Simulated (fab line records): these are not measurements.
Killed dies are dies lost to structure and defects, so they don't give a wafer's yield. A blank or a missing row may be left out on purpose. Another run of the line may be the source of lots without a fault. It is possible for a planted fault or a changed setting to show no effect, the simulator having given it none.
fab line records ; flow gf180mcu
[record] lots = 5; wafers = 15; last-day = 34
route steps=602 shown DUAL_GATE@141 POLY_GATE@157
lots that met no fault: taken from a fault-free run of the same line
start-h: the number of hours between the record's first day and the start of the first shown wafer of the lot ; wait-h: how many hours have passed since the lot's step before this one ; " the same as in the row above ; L1.1+2: several wafers, shown together as one row ; - value missing, or start not given ; * or withheld: withheld ; < > ~ a bound
route shown NAME@n: NAME is a module with steps in the file, n the number in the route of the first one ; usual: mean/standard deviation taken from wafers without a fault ; same: alike in all rows ; chamber/n: place in a boat ; sites: each site's reading ; _std_site: standard deviation of those values ; _edge_site: mean of outer sites minus mean of inner sites ; radius-mm: for every site, how far away it sits from the centre of the wafer ; mask NAME#n: copy n ; behind: the last tool/chamber to shape the wafer ; hold: what put the lot on hold/how long, in hours/how the hold closed ; device: transistor that didn't switch, given as n, p or np ; end of line: the tests these same wafers got at the end of their route ; where a step has no rows: the recipe by itself ; killed: count of dies lost to structure and defects at first sort (not the wafer's yield) ; map: the dies of a wafer, with x for killed, . for not killed, _ for no die there
set.NAME: setting as actually run; set.NAME@STEP: the setting as run at that earlier step ; model.NAME: the simulator's own value behind a step, which no gauge read
a table for each step, a row for each wafer; lots at some steps of the route
services: a tool's chamber out of use, with start hour (start-h, from the record's first day; less than 0 if before it), hours out, and reason
[[steps]]
[step GF_DUAL_GATE_CLEAN_00]
[recipe] chemistry = SC1/SC2; mix = 1:4:20; temp-c = 70; time-s = 150
[usual] temp-c = 70.01/0.12
[same] time-s = 150
lot.wafer;tool;chamber;start-h;wait-h;temp-c
L075.2;wet-bench-03;2;161.12;0.0;69.94
L075.3;wet-bench-03;2;161.12;0.0;69.96
L075.5;wet-bench-03;2;161.12;0.0;69.87
L076.2;wet-bench-03;3;171.06;0.0;70.05
L076.3;wet-bench-03;3;171.06;0.0;70.02
L076.6;wet-bench-03;3;171.06;0.0;70.07
L079.3;wet-bench-03;3;190.32;0.0;70.06
L079.4;wet-bench-03;3;190.32;0.0;70.12
L079.6;wet-bench-03;3;190.32;0.0;70.05
L094.2;wet-bench-01;3;294.78;0.0;69.96
L094.4;wet-bench-01;3;294.78;0.0;69.94
L094.5;wet-bench-01;3;294.78;0.0;69.99
L096.1;wet-bench-03;1;309.73;0.0;70.07
L096.3;wet-bench-03;1;309.73;0.0;70.15
L096.6;wet-bench-03;1;309.73;0.0;70.06
[step GF_DUAL_GATE_CLEAN_01]
[recipe] chemistry = dHF; time-s = 20; dilution = 100:1; dry = ipa-marangoni
[same] time-s = 20
lot.wafer;tool;chamber;start-h;wait-h
L075.2+3+5;wet-bench-01;2;161.17;0.0
L076.2+3+6;wet-bench-01;3;171.12;0.0
L079.3+4+6;wet-bench-04;0;190.38;0.0
L094.2+4+5;wet-bench-01;0;294.83;0.0
L096.1+3+6;wet-bench-01;1;309.78;0.0
[step GF_DUAL_GATE_OXIDATION_02]
[recipe] temp-c = 900; ambient = O2; stabilise-s = 600; purge-s = 300; target-thk-a = 108.87; ox-time-s = 1602
[usual] spike-tc-lower-C = 899.9/0.96; spike-tc-top-C = 909.3/2.8; spike-tc-upper-C = 900.6/1.2
lot.wafer;tool;chamber;start-h;wait-h;spike-tc-lower-C;spike-tc-top-C;spike-tc-upper-C
L075.2;furnace-01;0;161.18;0.0;900.6;908.5;901.5
L075.3;furnace-01;0;161.18;0.0;899.0;908.2;902.4
L075.5;furnace-01;0;161.18;0.0;899.3;906.7;899.5
L076.2;furnace-02;0;171.13;0.0;898.7;911.8;900.8
L076.3;furnace-02;0;171.13;0.0;899.6;911.4;901.2
L076.6;furnace-02;0;171.13;0.0;901.2;912.6;901.1
L079.3;furnace-02;0;191.00;0.6;899.4;912.0;900.8
L079.4;furnace-02;0;191.00;0.6;898.9;912.1;900.4
L079.6;furnace-02;0;191.00;0.6;899.4;911.3;900.3
L094.2;furnace-02;0;294.85;0.0;900.1;911.3;899.9
L094.4;furnace-02;0;294.85;0.0;899.7;913.7;901.2
L094.5;furnace-02;0;294.85;0.0;901.4;912.8;902.7
L096.1;furnace-01;0;309.79;0.0;896.9;906.9;902.5
L096.3;furnace-01;0;309.79;0.0;899.2;906.9;901.7
L096.6;furnace-01;0;309.79;0.0;900.0;906.1;900.4
[step GF_DUAL_GATE_THK_MEAS_03]
[recipe] reads = SiO2_of_DUAL_GATE_OXIDATION_02
[usual] DUAL_GATE_OXIDATION_00_THK = 10.82/0.25
lot.wafer;tool;chamber;start-h;wait-h;DUAL_GATE_OXIDATION_00_THK[nm]
L075.2;film-metro-02;-;162.64;0.0;10.72
L075.3;film-metro-02;-;162.64;0.0;10.78
L075.5;film-metro-02;-;162.64;0.0;10.53
L076.2;film-metro-02;-;172.59;0.0;10.94
L076.3;film-metro-02;-;172.59;0.0;10.87
L076.6;film-metro-02;-;172.59;0.0;10.89
L079.3;film-metro-03;-;192.46;0.0;11.30
L079.4;film-metro-03;-;192.46;0.0;11.14
L079.6;film-metro-03;-;192.46;0.0;11.07
L094.2;film-metro-02;-;296.30;0.0;10.71
L094.4;film-metro-02;-;296.30;0.0;10.57
L094.5;film-metro-02;-;296.30;0.0;10.76
L096.1;film-metro-02;-;311.24;0.0;11.15
L096.3;film-metro-02;-;311.24;0.0;11.20
L096.6;film-metro-02;-;311.24;0.0;10.99
[step GF_DUAL_GATE_DEHYDRATE_04]
[recipe] temp-c = 200; time-s = 60
[same] time-s = 60
lot.wafer;tool;chamber;start-h;wait-h
L075.2+3+5;litho-track-01;0;169.99;7.3
L076.2+3+6;litho-track-01;0;180.54;7.9
L079.3+4+6;litho-track-02;0;200.45;8.0
L094.2+4+5;litho-track-01;0;306.19;9.9
L096.1+3+6;litho-track-01;0;321.77;10.5
[step GF_DUAL_GATE_HMDS_05]
[recipe] prime-time-s = 60; prime-temp-c = 120
lot.wafer;tool;chamber;start-h;wait-h
L075.2+3+5;litho-track-01;0;170.14;0.1
L076.2+3+6;litho-track-01;0;180.69;0.1
L079.3+4+6;litho-track-02;0;200.60;0.1
L094.2+4+5;litho-track-01;0;306.34;0.1
L096.1+3+6;litho-track-01;0;321.92;0.1
[step GF_DUAL_GATE_COAT_06]
[recipe] resist = NOVOLAK; spin-rpm = 3000; resist-thk-nm = 1000
lot.wafer;tool;chamber;start-h;wait-h
L075.2+3+5;litho-track-01;0;170.29;0.1
L076.2+3+6;litho-track-01;0;180.84;0.1
L079.3+4+6;litho-track-02;0;200.75;0.1
L094.2+4+5;litho-track-01;0;306.49;0.1
L096.1+3+6;litho-track-01;0;322.07;0.1
[step GF_DUAL_GATE_SOFTBAKE_07]
[recipe] temp-c = 90; time-s = 60; resist = NOVOLAK
[same] time-s = 60
lot.wafer;tool;chamber;start-h;wait-h
L075.2+3+5;litho-track-01;0;170.44;0.1
L076.2+3+6;litho-track-01;0;180.99;0.1
L079.3+4+6;litho-track-02;0;200.90;0.1
L094.2+4+5;litho-track-01;0;306.64;0.1
L096.1+3+6;litho-track-01;0;322.22;0.1
[step GF_DUAL_GATE_EXPOSE_08]
[recipe] mask-id = Dualgate; target-cd-nm = 700; na = 0.6; source-shape = conventional; sigma-outer = 0.6; dose-mj = 140
[same] sigma-outer = 0.6
lot.wafer;tool;chamber;start-h;wait-h;mask
L075.2+3+5;iline-stepper-02;0;-;-;Dualgate#0
L076.2+3+6;iline-stepper-01;0;-;-;Dualgate#0
L079.3+4+6;iline-stepper-02;0;-;-;Dualgate#0
L094.2+4+5;iline-stepper-01;0;-;-;Dualgate#0
L096.1+3+6;iline-stepper-02;0;-;-;Dualgate#0
[step GF_DUAL_GATE_PEB_09]
[recipe] temp-c = withheld; time-s = *; resist = NOVOLAK
[same] time-s = *
lot.wafer;tool;chamber;start-h;wait-h
L075.2+3+5;litho-track-01;0;-;-
L076.2+3+6;litho-track-01;0;-;-
L079.3+4+6;litho-track-02;0;-;-
L094.2+4+5;litho-track-02;0;-;-
L096.1+3+6;litho-track-02;0;-;-
[step GF_DUAL_GATE_DEVELOP_10]
[recipe] develop-time-s = 60; dev-temp-c = 23
lot.wafer;tool;chamber;start-h;wait-h
L075.2+3+5;litho-track-01;0;178.34;0.1
L076.2+3+6;litho-track-01;0;189.04;0.1
L079.3+4+6;litho-track-02;0;209.25;0.1
L094.2+4+5;litho-track-02;0;316.82;0.1
L096.1+3+6;litho-track-02;0;332.45;0.1
[step GF_DUAL_GATE_OVL_MEAS_11]
[usual] DUAL_GATE_OVL = -0.2/1.2
lot.wafer;tool;chamber;start-h;wait-h;DUAL_GATE_OVL[nm]
L075.2;overlay-02;-;178.47;0.1;0.8
L075.3;overlay-02;-;178.47;0.1;1.6
L075.5;overlay-02;-;178.47;0.1;0.3
L076.2;overlay-02;-;189.17;0.1;0.4
L076.3;overlay-02;-;189.17;0.1;-0.7
L076.6;overlay-02;-;189.17;0.1;-0.3
L079.3;overlay-02;-;209.36;0.1;0.9
L079.4;overlay-02;-;209.36;0.1;1.4
L079.6;overlay-02;-;209.36;0.1;0.8
L094.2;overlay-01;-;316.95;0.1;-1.1
L094.4;overlay-01;-;316.95;0.1;-0.9
L094.5;overlay-01;-;316.95;0.1;-1.3
L096.1;overlay-01;-;332.60;0.1;0.3
L096.3;overlay-01;-;332.60;0.1;1.5
L096.6;overlay-01;-;332.60;0.1;-0.6
[step GF_DUAL_GATE_WET_ETCH_12]
[recipe] chemistry = dHF; target-depth-nm = 13; dry = n2-spin; target = SiO2; temp-c = 25; dilution = 100:1; time-s = 260
[usual] temp-c = 25.01/0.1
[same] time-s = 260
lot.wafer;tool;chamber;start-h;wait-h;temp-c
L075.2;wet-bench-01;0;178.50;0.0;25.06
L075.3;wet-bench-01;0;178.50;0.0;24.97
L075.5;wet-bench-01;0;178.50;0.0;25.11
L076.2;wet-bench-01;1;189.20;0.0;25.04
L076.3;wet-bench-01;1;189.20;0.0;25.14
L076.6;wet-bench-01;1;189.20;0.0;25.02
L079.3;wet-bench-01;1;209.39;0.0;25.04
L079.4;wet-bench-01;1;209.39;0.0;24.89
L079.6;wet-bench-01;1;209.39;0.0;25.01
L094.2;wet-bench-04;2;316.98;0.0;24.99
L094.4;wet-bench-04;2;316.98;0.0;25.06
L094.5;wet-bench-04;2;316.98;0.0;24.80
L096.1;wet-bench-03;0;332.63;0.0;24.96
L096.3;wet-bench-03;0;332.63;0.0;25.17
L096.6;wet-bench-03;0;332.63;0.0;25.11
[step GF_DUAL_GATE_STRIP_13]
[recipe] chemistry = O2/N2; power-w = 1400; pressure-mtorr = 1500; platen-temp-c = 250; o2-flow-sccm = 3000; n2-flow-sccm = 300; overash-fraction = 0.5
[usual] drypump-motor-current-A = 5.7/0.56; heater-power-w = 368/31; oes-product-au = 0.715/0.0045; strip-time-to-endpoint-s = 12.63/0.043
lot.wafer;tool;chamber;start-h;wait-h;drypump-motor-current-A;heater-power-w;oes-product-au;rf-hours-counter-h;strip-time-to-endpoint-s
L075.2;plasma-asher-04;1;178.58;0.0;5.2;415;0.716;38;12.68
L075.3;plasma-asher-04;1;178.58;0.0;5.2;401;0.715;-;12.69
L075.5;plasma-asher-04;0;178.58;0.0;6.0;387;0.716;-;12.64
L076.2;plasma-asher-02;0;189.28;0.0;6.7;340;0.715;56;12.65
L076.3;plasma-asher-02;0;189.28;0.0;6.8;344;0.713;-;12.65
L076.6;plasma-asher-02;0;189.28;0.0;6.7;327;0.715;-;12.64
L079.3;plasma-asher-04;0;209.50;0.0;6.1;386;0.716;-;12.56
L079.4;plasma-asher-04;1;209.50;0.0;5.2;397;0.719;-;12.62
L079.6;plasma-asher-04;1;209.50;0.0;5.2;408;0.720;-;12.56
L094.2;plasma-asher-01;1;317.07;0.0;5.4;369;0.712;16;12.59
L094.4;plasma-asher-01;1;317.07;0.0;5.3;375;0.714;-;12.59
L094.5;plasma-asher-01;0;317.07;0.0;5.2;326;0.710;-;12.57
L096.1;plasma-asher-01;0;332.71;0.0;5.2;322;0.714;18;12.62
L096.3;plasma-asher-01;0;332.71;0.0;5.2;321;0.720;-;12.62
L096.6;plasma-asher-01;1;332.71;0.0;5.4;372;0.711;-;12.63
[step GF_DUAL_GATE_CLEAN_14]
[recipe] chemistry = SC1/SC2; mix = 1:4:20; temp-c = 70; time-s = 150; dry = n2-spin
[usual] temp-c = 69.98/0.12
[same] time-s = 150
lot.wafer;tool;chamber;start-h;wait-h;temp-c
L075.2;wet-bench-03;0;178.68;0.1;69.95
L075.3;wet-bench-03;0;178.68;0.1;70.10
L075.5;wet-bench-03;0;178.68;0.1;70.15
L076.2;wet-bench-03;2;189.38;0.1;70.03
L076.3;wet-bench-03;2;189.38;0.1;70.02
L076.6;wet-bench-03;2;189.38;0.1;69.99
L079.3;wet-bench-03;3;209.57;0.0;70.23
L079.4;wet-bench-03;3;209.57;0.0;70.01
L079.6;wet-bench-03;3;209.57;0.0;70.05
L094.2;wet-bench-04;0;317.17;0.1;69.95
L094.4;wet-bench-04;0;317.17;0.1;69.79
L094.5;wet-bench-04;0;317.17;0.1;69.95
L096.1;wet-bench-03;1;332.81;0.1;69.88
L096.3;wet-bench-03;1;332.81;0.1;69.85
L096.6;wet-bench-03;1;332.81;0.1;69.93
[step GF_DUAL_GATE_OXIDATION_15]
[recipe] temp-c = 850; ambient = O2; stabilise-s = 600; purge-s = 300; target-thk-a = 70.98; ox-time-s = 1995
[usual] spike-tc-lower-C = 849.8/0.95; spike-tc-top-C = 860.6/2.8; spike-tc-upper-C = 850.7/1.1
lot.wafer;tool;chamber;start-h;wait-h;spike-tc-lower-C;spike-tc-top-C;spike-tc-upper-C
L075.2;furnace-01;0;178.74;0.0;849.2;858.8;851.0
L075.3;furnace-01;0;178.74;0.0;849.0;858.3;850.3
L075.5;furnace-01;0;178.74;0.0;850.3;857.2;851.3
L076.2;furnace-02;0;189.44;0.0;851.5;863.4;850.6
L076.3;furnace-02;0;189.44;0.0;849.5;863.6;848.8
L076.6;furnace-02;0;189.44;0.0;850.3;864.4;851.7
L079.3;furnace-01;0;209.62;0.0;848.1;857.8;850.8
L079.4;furnace-01;0;209.62;0.0;849.9;859.0;850.0
L079.6;furnace-01;0;209.62;0.0;849.9;858.2;851.3
L094.2;furnace-01;0;317.98;0.8;849.5;858.6;850.5
L094.4;furnace-01;0;317.98;0.8;851.0;858.9;850.7
L094.5;furnace-01;0;317.98;0.8;850.3;858.8;850.7
L096.1;furnace-02;0;333.09;0.2;849.4;862.8;851.5
L096.3;furnace-02;0;333.09;0.2;850.5;862.2;849.9
L096.6;furnace-02;0;333.09;0.2;851.4;865.8;848.9
[step GF_POLY_GATE_CVD_00]
[recipe] material = poly-Si; target-thk-nm = 200; temp-c = 620; time-s = 1200; pressure-mtorr = 200
[usual] spike-tc-lower-C = 620.4/1.1; spike-tc-top-C = 639.3/1.8; spike-tc-upper-C = 619.1/1.2
[same] time-s = 1200
lot.wafer;tool;chamber;start-h;wait-h;spike-tc-lower-C;spike-tc-top-C;spike-tc-upper-C
L075.2;lpcvd-02;1;180.29;0.0;621.0;639.5;616.7
L075.3;lpcvd-02;1;180.29;0.0;620.3;640.6;618.8
L075.5;lpcvd-02;1;180.29;0.0;621.4;642.7;617.0
L076.2;lpcvd-02;1;191.00;0.0;620.8;642.5;618.7
L076.3;lpcvd-02;1;191.00;0.0;621.1;641.1;619.4
L076.6;lpcvd-02;1;191.00;0.0;619.4;640.9;618.2
L079.3;lpcvd-02;1;211.18;0.0;619.8;641.2;617.2
L079.4;lpcvd-02;1;211.18;0.0;619.6;640.2;617.6
L079.6;lpcvd-02;1;211.18;0.0;619.6;640.2;619.0
L094.2;lpcvd-01;1;319.53;0.0;621.2;636.5;620.2
L094.4;lpcvd-01;1;319.53;0.0;620.6;638.0;619.4
L094.5;lpcvd-01;1;319.53;0.0;622.3;637.4;620.5
L096.1;lpcvd-01;1;334.64;0.0;619.6;636.6;619.7
L096.3;lpcvd-01;1;334.64;0.0;620.8;638.6;620.6
L096.6;lpcvd-01;1;334.64;0.0;620.9;636.4;618.9
[step GF_POLY_GATE_THK_MEAS_01]
[recipe] reads = poly-Si_of_POLY_GATE_CVD_00
[usual] POLY_GATE_CVD_00_THK = 200.6/1.7
lot.wafer;tool;chamber;start-h;wait-h;POLY_GATE_CVD_00_THK[nm]
L075.2;film-metro-01;-;181.64;0.0;200.4
L075.3;film-metro-01;-;181.64;0.0;197.6
L075.5;film-metro-01;-;181.64;0.0;200.1
L076.2;film-metro-02;-;192.34;0.0;200.2
L076.3;film-metro-02;-;192.34;0.0;200.3
L076.6;film-metro-02;-;192.34;0.0;201.1
L079.3;film-metro-02;-;212.53;0.0;203.2
L079.4;film-metro-02;-;212.53;0.0;202.3
L079.6;film-metro-02;-;212.53;0.0;201.8
L094.2;film-metro-04;-;320.87;0.0;198.9
L094.4;film-metro-04;-;320.87;0.0;200.3
L094.5;film-metro-04;-;320.87;0.0;198.4
L096.1;film-metro-04;-;336.64;0.0;202.4
L096.3;film-metro-04;-;336.64;0.0;203.9
L096.6;film-metro-04;-;336.64;0.0;203.8
[step GF_POLY_GATE_DEHYDRATE_02]
[recipe] temp-c = 200; time-s = 60
[same] time-s = 60
lot.wafer;tool;chamber;start-h;wait-h
L075.2+3+5;litho-track-02;0;189.08;7.4
L076.2+3+6;litho-track-03;0;200.40;8.0
L079.3+4+6;litho-track-03;0;220.72;8.2
L094.2+4+5;litho-track-02;0;330.57;9.7
L096.1+3+6;litho-track-01;0;346.97;10.3
[step GF_POLY_GATE_HMDS_03]
[recipe] prime-time-s = 60; prime-temp-c = 120
lot.wafer;tool;chamber;start-h;wait-h
L075.2+3+5;litho-track-02;0;189.23;0.1
L076.2+3+6;litho-track-03;0;200.55;0.1
L079.3+4+6;litho-track-03;0;220.87;0.1
L094.2+4+5;litho-track-02;0;330.72;0.1
L096.1+3+6;litho-track-01;0;347.12;0.1
[[services]]
tool;chamber;start-h;hours;kind
litho-track-01;-;140.87;-;consumable-replace:filter
lpcvd-02;-;144.35;0.6;repair
plasma-asher-01;-;168.94;0.4;repair
iline-stepper-01;-;176.91;2.1;pm
iline-stepper-01;-;179.00;-;consumable-replace:lamp
furnace-01;-;181.69;3.5;pm
iline-stepper-02;-;208.41;9.7;repair
furnace-02;-;214.57;4.4;pm
iline-stepper-02;-;228.42;1.7;pm
plasma-asher-02;-;243.52;1.2;repair
iline-stepper-01;0;245.89;-;calibration
plasma-asher-02;-;246.88;0.9;repair
lpcvd-02;-;261.40;2.8;pm
wet-bench-03;-;265.90;6.7;repair
lpcvd-02;-;268.56;6.0;pm
plasma-asher-01;-;270.65;46.2;repair
iline-stepper-02;0;272.11;-;calibration
iline-stepper-01;-;279.40;1.7;pm
plasma-asher-02;-;282.70;2.8;pm
wet-bench-04;-;289.72;1.9;pm
plasma-asher-01;-;290.20;2.5;repair
iline-stepper-02;-;291.76;12.9;repair
lpcvd-01;-;295.26;0.6;repair
[[key]]
fault none
